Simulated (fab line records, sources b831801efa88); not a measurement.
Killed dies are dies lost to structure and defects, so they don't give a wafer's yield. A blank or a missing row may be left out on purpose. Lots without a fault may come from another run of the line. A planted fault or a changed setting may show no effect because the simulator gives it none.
Which tool did it? | flow gf180mcu | 14 lots, 40 wafers sampled, at 3 steps of a route of 602

WHAT THE GAUGES READ, wafer by wafer
GF_MVPSD_OVL_MEAS_07. Usual: MVPSD_OVL -2.2 nm, standard deviation 1.7.
lot  | measured     | on         | MVPSD_OVL (nm) | flag
L846 | day 5 00:33  | overlay-01 | -0.9 -3.4 -3.0 |
L848 | day 5 12:29  | overlay-01 | -2.4 -1.7 -2.5 |
L849 | day 5 18:13  | overlay-01 | -2.0 -5.0 -3.6 |
L850 | day 6 00:12  | overlay-02 | -1.4 -0.6 -0.5 |
L851 | day 6 06:20  | overlay-02 | -4.1 -2.9 -3.4 |
L852 | day 6 12:46  | overlay-01 | -3.5 -2.9 -2.9 |
L853 | day 6 15:53  | overlay-01 | -8.1 -5.8 -5.2 |
L854 | day 7 00:17  | overlay-02 | -1.6 -0.5 -2.9 |
L855 | day 7 05:33  | overlay-01 | 0.0 0.9 -2.6   |
L856 | day 7 09:56  | overlay-01 | -1.7 -1.4 0.0  |
L862 | day 8 20:03  | overlay-02 | 0.3 1.0        |
L864 | day 9 09:35  | overlay-01 | -0.3 -0.4      |
L869 | day 10 20:02 | overlay-01 | -3.6 -0.3 -3.3 |
L868 | day 10 20:08 | overlay-02 | -2.2 -2.6 -2.7 |

GF_POLY_GATE_CD_MEAS_10: target cd 280 nm. Usual: cd_nm 280.3 nm, standard deviation 1.4.
lot  | measured     | on        | cd_nm (nm)        | flag
L846 | day 9 03:06  | cd_sem-02 | 279.1 278.4 277.9 |
L848 | day 9 20:08  | cd_sem-02 | 282.1 283.2 282.2 |
L849 | day 10 01:08 | cd_sem-01 | 278.8 278.9 279.1 |
L850 | day 10 06:03 | cd_sem-01 | 281.1 280.4 281.8 |
L851 | day 10 11:39 | cd_sem-01 | 280.4 279.5 279.8 |
L852 | day 10 19:13 | cd_sem-02 | 279.4 279.5 279.1 |
L853 | day 11 00:37 | cd_sem-01 | 281.9 282.0 281.3 |
L854 | day 11 10:47 | cd_sem-01 | 279.1 279.7 279.5 |
L855 | day 11 18:46 | cd_sem-02 | 280.6 280.4 280.4 |
L856 | day 12 00:51 | cd_sem-02 | 279.0 279.0 278.9 |
L862 | day 13 16:50 | cd_sem-02 | 276.7 279.9       |
L864 | day 14 09:54 | cd_sem-02 | 276.1 279.4       |
L869 | day 16 01:57 | cd_sem-02 | 281.4 281.1 280.7 |
L868 | day 16 04:47 | cd_sem-01 | 281.6 280.2 279.5 |

WHICH TOOL RAN EACH LOT (tool, then ch and the chambers of the sampled wafers, then the start)
lot  | GF_POLY_GATE_SOFTBAKE_06
L846 | litho_track-01 ch 0, day 8 18:00
L848 | litho_track-03 ch 0, day 9 11:00
L849 | litho_track-01 ch 0, day 9 16:00
L850 | litho_track-03 ch 0, day 9 21:00
L851 | litho_track-02 ch 0, day 10 02:00
L852 | litho_track-03 ch 0, day 10 09:00
L853 | litho_track-03 ch 0, day 10 15:00
L854 | litho_track-02 ch 0, day 11 01:00
L855 | litho_track-03 ch 0, day 11 09:00
L856 | litho_track-01 ch 0, day 11 15:00
L862 | litho_track-01 ch 0, day 13 06:00
L864 | litho_track-01 ch 0, day 13 23:00
L869 | litho_track-03 ch 0, day 15 14:00
L868 | litho_track-02 ch 0, day 15 17:00
- GF_POLY_GATE_SOFTBAKE_06: time 60 s.

WHAT THE TOOLS THEMSELVES READ (means of the sampled wafers that have a number; where no wafer has one, the mark that the record gives instead)
GF_POLY_GATE_SOFTBAKE_06. Usual: run_length_s 89.03 s, standard deviation 0.15.
lot  | tool           | run_length_s (s) | flag
L846 | litho_track-01 | 89.05            |
L848 | litho_track-03 | 89.04            |
L849 | litho_track-01 | 89.16            |
L850 | litho_track-03 | 89.12            |
L851 | litho_track-02 | 88.96            |
L852 | litho_track-03 | 88.96            |
L853 | litho_track-03 | 89.17            |
L854 | litho_track-02 | 88.91            |
L855 | litho_track-03 | 89.02            |
L856 | litho_track-01 | 89.06            |
L862 | litho_track-01 | 102.45           | OFF
L864 | litho_track-01 | 102.42           | OFF
L869 | litho_track-03 | 88.98            |
L868 | litho_track-02 | 88.92            |

THE ANSWER, worked out from the rows above alone
Rule: a lot is off if the mean of its wafers that have a number lies more than 3 standard deviations from the usual mean. A lot without any number at a reading at which 4 lots or more have one is off too. The other lots that the step has rows for count as sound. The gauges are gone through in route order, then the tools' own readings, and for those a lot's mean is taken as printed above. The first step at which some lot is off is used, and at that step the reading that is off furthest; a lot without a number counts as furthest.
Off: L862, L864, at GF_POLY_GATE_SOFTBAKE_06 (run_length_s).
A tool fits if, at that step or a process step before it, it ran every lot that is off, and no sound lot after the first of them. One fits: litho_track-01 at GF_POLY_GATE_SOFTBAKE_06. Its last sound lot is L856 (day 11 15:00), its first lot that is off L862 (day 13 06:00): a fault that began between those two fits.
The tool's own readings at GF_POLY_GATE_SOFTBAKE_06 bear it out: on the lots that are off they differ by more than 5 times the standard deviation of the sound lots' means. run_length_s reads 102.44 s there against 89.03 s on the sound lots.

WHAT THE SIMULATOR HAD PUT IN
Process parameter drift: litho_track-01, from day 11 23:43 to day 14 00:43, at GF_POLY_GATE_SOFTBAKE_06. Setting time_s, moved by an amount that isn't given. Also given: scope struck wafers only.
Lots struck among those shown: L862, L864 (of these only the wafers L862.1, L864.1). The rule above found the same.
